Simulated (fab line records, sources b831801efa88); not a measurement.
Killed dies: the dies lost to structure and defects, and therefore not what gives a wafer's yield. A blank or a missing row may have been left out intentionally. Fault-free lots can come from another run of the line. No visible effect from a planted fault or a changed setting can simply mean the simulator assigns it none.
Comparing a struck lot with a sound one || flow gf180mcu || 19 out of 602 route steps
Sound: these wafers, L845.1, L845.3, L845.6. Struck: wafers L852.1, L852.5, L852.6. Last of all comes the cause.
Per side, at each step with rows, come the tool, then ch with its chambers, and then its first start. Under that, the readings that differ: sound wafers || struck wafers || difference of the means || sigmas: that difference in standard deviations of wafers without a fault.
alike: readings whose means differ by less than 2 such deviations, and words and numbers that are the same on both sides. not compared: withheld readings, readings that some wafer has no value for, bounds like >300 that may hide the same value, and numbers for which the record gives no deviation and whose values overlap.
Wherever a step has rows on one side only, a row that says differs or no value, or a row with sigmas, the two part there. Numbers that don't overlap but have no deviation are shown without sigmas and don't part them. Lack of a reading on every wafer of one side parts them only where that side has two or more wafers.

GF_V3_CMP_26: polishes, stops on SiO2, t overpolish 15 s, target thk 0 nm.
  sound on cmp-02 ch 0,1, day 23 19:32; struck on cmp-02 ch 0,1, day 26 08:46
  alike: motor_current_A, overpolish_run_s, time_to_endpoint_s
then, 1 step without rows for these wafers: GF_M4_SPUTTER_00 (material Ti, target thk 37.5 nm, time 150 s).
GF_M4_SPUTTER_01: material TiN, target thk 30 nm, time 25 s.
  sound on pvd_sputter-03, day 23 19:56; struck on pvd_sputter-01, day 26 09:10
  alike: throttle_valve_pct
GF_M4_SPUTTER_02: material AlCu, target thk 450 nm, time 23.9 s.
  sound on pvd_sputter-03, day 23 19:58; struck on pvd_sputter-01, day 26 09:12
  alike: throttle_valve_pct
GF_M4_SPUTTER_03: material Ti, target thk 10 nm, time 6.7 s.
  sound on pvd_sputter-03, day 23 19:59; struck on pvd_sputter-01, day 26 09:13
  alike: throttle_valve_pct
then, 1 step without rows for these wafers: GF_M4_SPUTTER_04 (material TiN, target thk 50 nm, time 41.7 s).
GF_M4_RS_MEAS_05: measures by four-point-probe.
  sound on film_metro-04, day 23 20:03; struck on film_metro-04, day 26 09:17
  alike: M4_ALCU_RS
GF_M4_THK_MEAS_06: measures by xrf.
  sound on film_metro-04, day 23 20:10; struck on film_metro-04, day 26 09:25
  alike: M4_ALCU_THK
then, 4 steps without rows for these wafers: GF_M4_DEHYDRATE_07 (time 60 s); GF_M4_HMDS_08 (prime time 60 s); GF_M4_COAT_09 (resist thk 1000 nm); GF_M4_SOFTBAKE_10 (time 60 s).
GF_M4_EXPOSE_11: exposes mask Metal4, target cd 280 nm.
  sound on krf_scanner-01 ch 0, day 24 07:22; struck on krf_scanner-01 ch 0, day 26 19:31
{"reading": "model.M4.overlay_x_nm (nm)", "sound": "6.247 6.247 6.247", "struck": "30.6 30.6 30.6", "difference": "+24.4", "sigmas": ""}
  alike: mask, focus_offset_nm
then, 2 steps without rows for these wafers: GF_M4_PEB_12 (peb time 90 s); GF_M4_DEVELOP_13 (develop time 60 s).
GF_M4_CD_MEAS_14: target cd 280 nm.
  sound on cd_sem-01, day 24 18:16; struck on cd_sem-01, day 27 05:37
  alike: cd_nm
GF_M4_OVL_MEAS_15:
  sound on overlay-01, day 24 18:23; struck on overlay-01, day 27 05:44
{"reading": "M4_OVL (nm)", "sound": "13 15 1", "struck": "34 31 35", "difference": "+24", "sigmas": "+4"}
GF_M4_METAL_ETCH_16: etches the open film in Cl2/BCl3, stops on SiO2, target depth 627.5 nm, time 104.6 s.
  sound on rie_metal-02 ch 0,1, day 24 18:25; struck on rie_metal-03 ch 0,1, day 27 05:46
  alike: drypump_motor_current_A, oes_product_au, throttle_valve_pct
  not compared: rf_hours_counter_h
GF_PASSIVATION_PROBE_99:
  the record has rows for the sound wafers here (prober-02, day 30 00:40) and none for the struck ones

== WHERE THEY PART ==
First at GF_M4_OVL_MEAS_15; last, within this record, at GF_PASSIVATION_PROBE_99.

WHY: what had been put in by the simulator
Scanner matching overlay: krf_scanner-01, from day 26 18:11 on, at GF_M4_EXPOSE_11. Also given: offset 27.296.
